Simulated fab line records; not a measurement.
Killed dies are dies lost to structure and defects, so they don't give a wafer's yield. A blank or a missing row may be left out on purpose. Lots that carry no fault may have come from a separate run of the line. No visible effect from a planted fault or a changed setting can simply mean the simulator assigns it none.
Which tool is to blame? / flow gf180mcu / route of 602 steps, sampled at 1 step: 13 lots, 39 wafers

## WHAT THE GAUGES READ, wafer by wafer
GF_CONTACT_OVL_MEAS_15. Usual: CONTACT_OVL -3 nm, standard deviation 6.2.
lot=L848; measured=day 16 02:58; on=overlay-02; CONTACT_OVL (nm)=-7 -9 0; flag=
lot=L849; measured=day 16 15:37; on=overlay-01; CONTACT_OVL (nm)=4 1 -6; flag=
lot=L853; measured=day 18 00:57; on=overlay-02; CONTACT_OVL (nm)=0 1 -5; flag=
lot=L854; measured=day 19 00:09; on=overlay-02; CONTACT_OVL (nm)=-10 -6 -17; flag=
lot=L855; measured=day 19 03:51; on=overlay-02; CONTACT_OVL (nm)=2 -9 8; flag=
lot=L860; measured=day 21 01:29; on=overlay-02; CONTACT_OVL (nm)=4 8 1; flag=
lot=L861; measured=day 21 10:34; on=overlay-02; CONTACT_OVL (nm)=-8 -3 -4; flag=
lot=L863; measured=day 21 16:27; on=overlay-01; CONTACT_OVL (nm)=-14 -11 4; flag=
lot=L865; measured=day 22 11:31; on=overlay-01; CONTACT_OVL (nm)=4 -11 -10; flag=
lot=L867; measured=day 23 12:49; on=overlay-02; CONTACT_OVL (nm)=4 -7 -5; flag=
lot=L869; measured=day 23 23:40; on=overlay-01; CONTACT_OVL (nm)=2 -6 6; flag=
lot=L868; measured=day 24 00:18; on=overlay-01; CONTACT_OVL (nm)=-3 -11 -7; flag=
lot=L870; measured=day 24 21:11; on=overlay-02; CONTACT_OVL (nm)=7 -2 6; flag=

## TOOL THAT RAN EACH LOT (tool first, then ch and the chambers of the sampled wafers, then the start)
The record holds no process step before these readings.

## AS READ BY THE TOOLS THEMSELVES (means over the sampled wafers that have a number; for cases with no such wafer, the mark the record gives instead)
The record holds no such reading with a usual standard deviation.

## THE ANSWER, worked out from the rows above alone
Rule: take the mean of a lot's wafers that have a number; if it is more than 3 standard deviations from the usual mean, the lot is off. A lot without any number at a reading at which 4 lots or more have one is off too. The other lots that the step has rows for count as sound. Order of review: gauges by route order, followed by the tools' own readings, for which a lot's mean as printed above is used. The first step at which some lot is off is used, and at that step the reading that is off furthest; a lot without a number counts as furthest.
No lot is off at any reading shown: from this, nothing can be told.

## WHAT HAD BEEN PUT IN BY THE SIMULATOR
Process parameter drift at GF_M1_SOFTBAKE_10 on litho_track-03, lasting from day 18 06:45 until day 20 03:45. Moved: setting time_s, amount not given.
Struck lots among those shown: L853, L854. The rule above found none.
